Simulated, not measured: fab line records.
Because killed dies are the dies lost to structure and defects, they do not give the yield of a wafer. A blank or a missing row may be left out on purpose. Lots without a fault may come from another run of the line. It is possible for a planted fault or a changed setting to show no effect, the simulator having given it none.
Split-lot study || flow sky130 || 23 wafers read from 5 lots, route of 708 steps

== THE SPLIT ==
At SKY_LI_CONTACT_SPUTTER_19 (material Ti, target thk 20 nm, time 106.37 s), the setting powerW was moved away from the recipe's 2500 W on 11 of the 23 wafers read, by -7.5% to +7.2%. All remaining wafers had this setting at the recipe value.

The split's own step is where the reading is taken.

== THE READING ==
Ti_of_LI_CONTACT_SPUTTER_19.thkNm (the simulator's own value, which no gauge read), in nm, at SKY_LI_CONTACT_SPUTTER_19 (material Ti, target thk 20 nm, time 106.37 s). The file gives no usual value for it. The 12 wafers here that ran the recipe average 19.84 nm, standard deviation 0.4 nm.

{"wafer": "L074.1", "tool, chamber at the split": "pvdSputter-01, -", "powerW as run, W": 2349, "against the recipe": "-6.0%", "Ti_of_LI_CONTACT_SPUTTER_19.thkNm, nm": 18.9, "against lot-mates on the recipe": -1.39}
{"wafer": "L074.2", "tool, chamber at the split": "pvdSputter-01, -", "powerW as run, W": 2500, "against the recipe": "recipe", "Ti_of_LI_CONTACT_SPUTTER_19.thkNm, nm": 20.52, "against lot-mates on the recipe": "-"}
{"wafer": "L074.3", "tool, chamber at the split": "pvdSputter-01, -", "powerW as run, W": 2500, "against the recipe": "recipe", "Ti_of_LI_CONTACT_SPUTTER_19.thkNm, nm": 19.89, "against lot-mates on the recipe": "-"}
{"wafer": "L074.4", "tool, chamber at the split": "pvdSputter-01, -", "powerW as run, W": 2349, "against the recipe": "-6.0%", "Ti_of_LI_CONTACT_SPUTTER_19.thkNm, nm": 18.73, "against lot-mates on the recipe": -1.56}
{"wafer": "L074.5", "tool, chamber at the split": "pvdSputter-01, -", "powerW as run, W": 2500, "against the recipe": "recipe", "Ti_of_LI_CONTACT_SPUTTER_19.thkNm, nm": 20.45, "against lot-mates on the recipe": "-"}
{"wafer": "L075.1", "tool, chamber at the split": "pvdSputter-03, -", "powerW as run, W": 2680, "against the recipe": "+7.2%", "Ti_of_LI_CONTACT_SPUTTER_19.thkNm, nm": 21.41, "against lot-mates on the recipe": "+1.62"}
{"wafer": "L075.2", "tool, chamber at the split": "pvdSputter-03, -", "powerW as run, W": 2680, "against the recipe": "+7.2%", "Ti_of_LI_CONTACT_SPUTTER_19.thkNm, nm": 21.1, "against lot-mates on the recipe": "+1.31"}
{"wafer": "L075.3", "tool, chamber at the split": "pvdSputter-03, -", "powerW as run, W": 2500, "against the recipe": "recipe", "Ti_of_LI_CONTACT_SPUTTER_19.thkNm, nm": 19.73, "against lot-mates on the recipe": "-"}
{"wafer": "L075.4", "tool, chamber at the split": "pvdSputter-03, -", "powerW as run, W": 2500, "against the recipe": "recipe", "Ti_of_LI_CONTACT_SPUTTER_19.thkNm, nm": 19.85, "against lot-mates on the recipe": "-"}
{"wafer": "L075.5", "tool, chamber at the split": "pvdSputter-03, -", "powerW as run, W": 2680, "against the recipe": "+7.2%", "Ti_of_LI_CONTACT_SPUTTER_19.thkNm, nm": 21.37, "against lot-mates on the recipe": "+1.58"}
{"wafer": "L077.1", "tool, chamber at the split": "pvdSputter-01, -", "powerW as run, W": 2312, "against the recipe": "-7.5%", "Ti_of_LI_CONTACT_SPUTTER_19.thkNm, nm": 17.91, "against lot-mates on the recipe": -1.64}
{"wafer": "L077.2", "tool, chamber at the split": "pvdSputter-01, -", "powerW as run, W": 2500, "against the recipe": "recipe", "Ti_of_LI_CONTACT_SPUTTER_19.thkNm, nm": 19.49, "against lot-mates on the recipe": "-"}
{"wafer": "L077.3", "tool, chamber at the split": "pvdSputter-01, -", "powerW as run, W": 2312, "against the recipe": "-7.5%", "Ti_of_LI_CONTACT_SPUTTER_19.thkNm, nm": 18.44, "against lot-mates on the recipe": -1.11}
{"wafer": "L077.5", "tool, chamber at the split": "pvdSputter-01, -", "powerW as run, W": 2312, "against the recipe": "-7.5%", "Ti_of_LI_CONTACT_SPUTTER_19.thkNm, nm": 18.83, "against lot-mates on the recipe": -0.73}
{"wafer": "L077.6", "tool, chamber at the split": "pvdSputter-01, -", "powerW as run, W": 2500, "against the recipe": "recipe", "Ti_of_LI_CONTACT_SPUTTER_19.thkNm, nm": 19.62, "against lot-mates on the recipe": "-"}
{"wafer": "L078.3", "tool, chamber at the split": "pvdSputter-01, -", "powerW as run, W": 2500, "against the recipe": "recipe", "Ti_of_LI_CONTACT_SPUTTER_19.thkNm, nm": 19.58, "against lot-mates on the recipe": "-"}
{"wafer": "L078.4", "tool, chamber at the split": "pvdSputter-01, -", "powerW as run, W": 2500, "against the recipe": "recipe", "Ti_of_LI_CONTACT_SPUTTER_19.thkNm, nm": 19.11, "against lot-mates on the recipe": "-"}
{"wafer": "L078.5", "tool, chamber at the split": "pvdSputter-01, -", "powerW as run, W": 2500, "against the recipe": "recipe", "Ti_of_LI_CONTACT_SPUTTER_19.thkNm, nm": 19.9, "against lot-mates on the recipe": "-"}
{"wafer": "L080.1", "tool, chamber at the split": "pvdSputter-01, -", "powerW as run, W": 2500, "against the recipe": "recipe", "Ti_of_LI_CONTACT_SPUTTER_19.thkNm, nm": 19.59, "against lot-mates on the recipe": "-"}
{"wafer": "L080.2", "tool, chamber at the split": "pvdSputter-01, -", "powerW as run, W": 2500, "against the recipe": "recipe", "Ti_of_LI_CONTACT_SPUTTER_19.thkNm, nm": 20.3, "against lot-mates on the recipe": "-"}
{"wafer": "L080.3", "tool, chamber at the split": "pvdSputter-01, -", "powerW as run, W": 2316, "against the recipe": "-7.4%", "Ti_of_LI_CONTACT_SPUTTER_19.thkNm, nm": 18.51, "against lot-mates on the recipe": -1.43}
{"wafer": "L080.4", "tool, chamber at the split": "pvdSputter-01, -", "powerW as run, W": 2316, "against the recipe": "-7.4%", "Ti_of_LI_CONTACT_SPUTTER_19.thkNm, nm": 18.72, "against lot-mates on the recipe": -1.23}
{"wafer": "L080.5", "tool, chamber at the split": "pvdSputter-01, -", "powerW as run, W": 2316, "against the recipe": "-7.4%", "Ti_of_LI_CONTACT_SPUTTER_19.thkNm, nm": 18.1, "against lot-mates on the recipe": -1.84}

THE FIT
A straight line over all 23 wafers: Ti_of_LI_CONTACT_SPUTTER_19.thkNm changes by +0.193 nm for each +1% of powerW; r = +0.94; the points scatter about the line by 0.35 nm.
The same after taking each lot's own level away (the mean of its wafers on the recipe; 23 wafers): +0.197 nm for each +1%; r = +0.95; scatter 0.31 nm.
According to that fit, moving powerW by its largest amount changes the reading by 1.5 nm.
The lots' own levels span 19.530 to 20.287 nm, that is 1.9 times the standard deviation above.
The two slopes agree, so the slope changes little with the lot-to-lot level.
Check: with one of the wafers moved furthest among these (-7.5%) left out of the fit, the line predicts -1.43 nm for it against its lot-mates. Against them it came out at -1.64 nm.

== FURTHER SPLITS ON THESE WAFERS ==
Note: prior to the reading, these wafers also went through further splits. Each is held against what the fit with the lots' levels taken away leaves over:
{"other split on the same wafers": "SKY_SD_P_DEVELOP_06 devTempC", "wafers away from the commonest value": 5, "r with Ti_of_LI_CONTACT_SPUTTER_19.thkNm (lot level and that fit taken away)": -0.03}
{"other split on the same wafers": "SKY_SD_N_EXPOSE_04 doseMj", "wafers away from the commonest value": 11, "r with Ti_of_LI_CONTACT_SPUTTER_19.thkNm (lot level and that fit taken away)": "+0.31"}
{"other split on the same wafers": "SKY_SD_N_IMPLANT_10 energyKev", "wafers away from the commonest value": 8, "r with Ti_of_LI_CONTACT_SPUTTER_19.thkNm (lot level and that fit taken away)": "+0.03"}
{"other split on the same wafers": "SKY_LI_CONTACT_HDPCVD_00 timeS", "wafers away from the commonest value": 8, "r with Ti_of_LI_CONTACT_SPUTTER_19.thkNm (lot level and that fit taken away)": -0.12}
{"other split on the same wafers": "SKY_LI_CONTACT_EXPOSE_09 doseMj", "wafers away from the commonest value": 8, "r with Ti_of_LI_CONTACT_SPUTTER_19.thkNm (lot level and that fit taken away)": -0.38}

== THE FILE'S OWN FIT ==
Ti_of_LI_CONTACT_SPUTTER_19.thkNm changes by +0.199 nm for each +1% of powerW, r = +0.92.
